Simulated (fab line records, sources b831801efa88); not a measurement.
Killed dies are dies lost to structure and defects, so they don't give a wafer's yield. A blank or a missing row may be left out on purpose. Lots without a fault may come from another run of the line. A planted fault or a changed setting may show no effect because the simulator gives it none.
Chamber matching | flow gf180mcu | GF_V2_CVD_02 on pecvd-02: 3 sister chambers
The step deposits SiO2 from TEOS, target thk 850 nm, time 94.851 s. 3 wafers are shown with their chamber, then 7 later ones without.

WAFERS WITH THEIR CHAMBER
wafer  | chamber | heater_power_w (W)
L086.5 | 0       | 369
L091.2 | 1       | 773
L091.3 | 2       | 644

WAFERS WITHOUT THEIR CHAMBER
wafer  | heater_power_w (W)
L091.4 | 508
L096.4 | 738
L096.5 | 567
L096.6 | 392
L097.2 | 628
L097.5 | 362
L097.6 | 738

WHICH CHAMBER EACH WENT THROUGH
wafer  | from the rows above     | in truth
L091.4 | can't be placed: 2 or 0 | 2
L096.4 | can't be placed: 1 or 2 | 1
L096.5 | can't be placed: 2 or 0 | 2
L096.6 | 0                       | 0
L097.2 | 2                       | 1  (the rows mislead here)
L097.5 | 0                       | 0
L097.6 | can't be placed: 1 or 2 | 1
Placed correctly: 2 of 7. Can't be placed from these rows: 4 (the true chamber is among the candidates in 4). Placed wrongly: 1.
How it was worked out, from the rows above alone: a wafer's distance from a chamber is the root of the sum, over the readings, of the square of ((its reading less the chamber's mean) divided by the reading's scatter). The wafer belongs to the nearest chamber; if the next one is less than 2 further off, it can't be placed. A chamber's mean is the mean of its shown wafers. The scatter: with one shown wafer a chamber, the root of the mean of the squares of how far each hidden wafer lies from its nearest shown one.
